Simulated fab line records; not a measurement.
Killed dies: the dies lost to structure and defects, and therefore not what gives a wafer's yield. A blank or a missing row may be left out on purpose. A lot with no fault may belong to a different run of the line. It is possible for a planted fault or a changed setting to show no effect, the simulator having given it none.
Which of the tools did it?    flow sky130    9 lots, 27 wafers sampled, at 5 steps of a route of 708

WHAT EACH GAUGE READ, for each wafer
SKY_VIA2_OVL_MEAS_13. Usual: VIA2_OVL -1 nm, standard deviation 4.9.
lot   measured      on          VIA2_OVL (nm)  flag
L588  day 37 21:31  overlay-01  -2 -3 -1       
L590  day 38 08:54  overlay-01  1 5 0          
L591  day 38 17:36  overlay-02  -5 -2 -5       
L599  day 41 12:18  overlay-02  -5 0 -7        
L601  day 42 00:38  overlay-02  9 6 -1         
L602  day 42 04:32  overlay-02  3 6 8          
L603  day 42 05:25  overlay-02  -11 -7 -8      
L606  day 42 23:29  overlay-02  4 -3 -8        
L610  day 43 17:04  overlay-02  -3 -3 4        

SKY_CAPM_RS_MEAS_03: measures by four-point-probe. Usual: CAPM_TIN_RS 6.93 ohm/sq, standard deviation 0.087.
lot   measured      on            CAPM_TIN_RS (ohm/sq)  flag
L588  day 37 23:28  filmMetro-04  6.70 6.73 6.73        
L590  day 38 10:41  filmMetro-03  6.94 6.94 6.88        
L591  day 38 19:28  filmMetro-01  6.95 7.05 6.99        
L599  day 41 14:13  filmMetro-01  6.86 7.01 6.99        
L601  day 42 02:29  filmMetro-03  6.87 6.92 16.13       OFF
L602  day 42 06:19  filmMetro-04  6.95 7.00 6.97        
L603  day 42 07:16  filmMetro-01  6.99 15.54 15.99      OFF
L606  day 43 01:23  filmMetro-04  6.87 6.92 6.84        
L610  day 43 18:49  filmMetro-01  6.93 7.00 7.10        

SKY_CAPM_THK_MEAS_04: measures by xrf. Usual: CAPM_TIN_THK 201.3 nm, standard deviation 2.6.
lot   measured      on            CAPM_TIN_THK (nm)  flag
L588  day 37 23:34  filmMetro-04  207.6 206.3 205.2  
L590  day 38 10:48  filmMetro-03  200.3 199.9 202.2  
L591  day 38 19:35  filmMetro-01  199.9 197.6 200.0  
L599  day 41 14:19  filmMetro-01  204.1 200.8 201.0  
L601  day 42 02:37  filmMetro-03  203.3 200.4 88.7   OFF
L602  day 42 06:26  filmMetro-04  199.5 198.6 199.2  
L603  day 42 07:22  filmMetro-01  199.6 92.0 90.0    OFF
L606  day 43 01:30  filmMetro-04  201.3 200.4 202.2  
L610  day 43 18:56  filmMetro-01  202.6 200.0 197.0  

EACH LOT AND THE TOOL THAT RAN IT (in order: tool; ch and the chambers of the sampled wafers; start)
lot   SKY_VIA2_ETCH_14                   SKY_CAPM_SPUTTER_02
L588  rieDiel-03 ch 1,2, day 37 21:32    pvdSputter-02, day 37 23:19
L590  rieDiel-04 ch 0,2,3, day 38 08:56  pvdSputter-01, day 38 10:34
L591  rieDiel-04 ch 0,2,3, day 38 17:38  pvdSputter-02, day 38 19:21
L599  rieDiel-04 ch 0,1,3, day 41 12:19  pvdSputter-01, day 41 14:03
L601  rieDiel-03 ch 1,2,3, day 42 00:40  pvdSputter-01, day 42 02:23
L602  rieDiel-03 ch 1,2, day 42 04:34    pvdSputter-04, day 42 06:13
L603  rieDiel-04 ch 0,2,3, day 42 05:26  pvdSputter-01, day 42 07:07
L606  rieDiel-03 ch 0,2, day 42 23:31    pvdSputter-02, day 43 01:16
L610  rieDiel-01 ch 0,1,3, day 43 17:05  pvdSputter-02, day 43 18:43
- SKY_VIA2_ETCH_14: etches BARC in N2/H2, stops on SiO2, time 45.9 s, target depth 60 nm.
- SKY_CAPM_SPUTTER_02: material TiN, target thk 200 nm, time 166.7 s.

AS READ BY THE TOOLS THEMSELVES (means over the sampled wafers that have a number; for cases with no such wafer, the mark the record gives instead)
SKY_VIA2_ETCH_14. Usual: drypumpMotorCurrentA 5.8 A, standard deviation 0.36; oesProductAu 0.855 a.u., standard deviation 0.0046; rfFwdPowerW 494.8 W, standard deviation 2; throttleValvePct 13.224 %, standard deviation 0.0089.
lot   tool        drypumpMotorCurrentA (A)  oesProductAu (a.u.)  rfFwdPowerW (W)  throttleValvePct (%)  flag
L588  rieDiel-03  6.1                       0.855                494.7            13.226                
L590  rieDiel-04  5.5                       0.853                495.3            13.225                
L591  rieDiel-04  5.5                       0.855                496.2            13.224                
L599  rieDiel-04  5.6                       0.854                493.6            13.227                
L601  rieDiel-03  5.8                       0.855                493.9            13.219                
L602  rieDiel-03  5.9                       0.853                492.9            13.222                
L603  rieDiel-04  5.5                       0.859                494.4            13.212                
L606  rieDiel-03  5.9                       0.859                495.4            13.214                
L610  rieDiel-01  5.8                       0.853                495.2            13.219                

SKY_CAPM_SPUTTER_02. Usual: throttleValvePct at 29.9 %, with a standard deviation of 0.94.
lot   tool           throttleValvePct (%)  flag
L588  pvdSputter-02  30.0                  
L590  pvdSputter-01  29.8                  
L591  pvdSputter-02  30.3                  
L599  pvdSputter-01  29.7                  
L601  pvdSputter-01  30.3                  
L602  pvdSputter-04  29.9                  
L603  pvdSputter-01  29.8                  
L606  pvdSputter-02  29.2                  
L610  pvdSputter-02  29.6                  

THE ANSWER, worked out from the rows above alone
Rule: take the mean of a lot's wafers that have a number; if it is more than 3 standard deviations from the usual mean, the lot is off. Also off: a lot with no number at a reading for which 4 or more lots have one. Any other lot the step has rows for is counted as sound. Order of review: gauges by route order, followed by the tools' own readings, for which a lot's mean as printed above is used. The first step at which some lot is off is used, and at that step the reading that is off furthest; a lot without a number counts as furthest.
Off: L601, L603, at SKY_CAPM_RS_MEAS_03 (CAPM_TIN_RS).
A tool fits if, at a process step before that reading, it ran every lot that is off, and no sound lot after the first of them. The gauges at SKY_CAPM_RS_MEAS_03 are tried like those tools. One candidate fits, namely pvdSputter-01 at SKY_CAPM_SPUTTER_02. A fault onset in the window from L599 (day 41 14:03, its last sound lot) to L601 (day 42 02:23, its first lot off) fits.

WHAT THE SIMULATOR PUT IN
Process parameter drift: pvdSputter-01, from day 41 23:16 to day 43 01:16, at SKY_CAPM_SPUTTER_02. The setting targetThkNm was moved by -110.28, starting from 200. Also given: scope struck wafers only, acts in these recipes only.
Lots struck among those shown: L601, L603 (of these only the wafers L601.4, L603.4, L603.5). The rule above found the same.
